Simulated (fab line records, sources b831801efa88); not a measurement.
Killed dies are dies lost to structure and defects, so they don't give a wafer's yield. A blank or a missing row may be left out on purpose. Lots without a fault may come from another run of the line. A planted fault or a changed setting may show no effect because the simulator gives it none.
One fault seen from 2 desks | flow gf180mcu | each desk has only its own numbers; what lay behind them comes last

THE TOOL OWNER'S DESK: litho_track-04
The tool's own readings at GF_HV_LDD_DEVELOP_06 (develop time 60 s): means of the sampled wafers that have a number, for each lot that ran on this tool. A lot is out of limits, marked OUT, if its mean lies more than 4 standard deviations from the usual mean; the brackets give that distance.
Columns: A = developer_temp_C at GF_HV_LDD_DEVELOP_06, usual 22.99 C
lot  | first seen here | A
L521 | day 10 11:01    | 22.91
L523 | day 10 21:46    | 23.10
L524 | day 11 07:16    | 22.96
L533 | day 14 00:04    | 20.65 (-24) OUT
L536 | day 15 00:21    | 20.70 (-24) OUT
This desk's finding: out of limits on L533, L536; first on L533, day 14 00:04 (developer_temp_C at GF_HV_LDD_DEVELOP_06). In limits: L521, L523, L524.

THE METROLOGY DESK
What the gauges read, lot by lot, whatever tool the lot ran on: means of the sampled wafers that have a number. A lot is out of limits, marked OUT, if its mean lies more than 4 standard deviations from the usual mean; the brackets give that distance.
Columns: A = cd_nm at GF_HV_LDD_CD_MEAS_07, usual 400.1 nm; B = V2_CVD_02_THK at GF_V2_THK_MEAS_03, usual 848 nm
lot  | first seen here | A                | B
L520 | day 10 00:14    | 402.0            | 848
L521 | day 10 11:10    | 396.5            | 854
L522 | day 10 18:16    | 400.0            | 852
L523 | day 10 21:54    | 398.8            | 845
L524 | day 11 07:25    | 398.4            | 849
L526 | day 12 06:52    | 400.0            | 843
L528 | day 12 13:19    | 400.1            | 850
L530 | day 13 09:25    | 400.8            | 837
L533 | day 14 00:13    | 406.5            | 853
L536 | day 15 00:30    | 410.4 (+5.4) OUT | 844
L538 | day 15 18:35    | 403.7            | 850
L539 | day 15 21:01    | 400.3            | 842
L542 | day 16 18:11    | 400.2            | 842
L543 | day 16 23:14    | 400.5            | 845
This desk's finding: out of limits on L536; first on L536, day 15 00:30 (cd_nm at GF_HV_LDD_CD_MEAS_07). In limits: L520, L521, L522, L523, L524, L526, L528, L530, L533, L538, L539, L542, L543.

PUT TOGETHER
The tool owner's desk could have raised an alarm at day 14 00:04, on L533, L536.
The metrology desk could have raised an alarm at day 15 00:30, on L536.
The metrology desk has L533 on record, within its limits.
Of the lots named, all ran GF_HV_LDD_DEVELOP_06 on litho_track-04.

WHAT THE SIMULATOR HAD PUT IN
Process parameter drift: litho_track-04, from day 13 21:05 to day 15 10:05, at GF_HV_LDD_DEVELOP_06. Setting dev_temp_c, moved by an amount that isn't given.
Lots struck among those shown: L533, L536.
Hours from the fault's start to each desk's first reading out of limits: the tool owner's desk, 3; the metrology desk, 27.
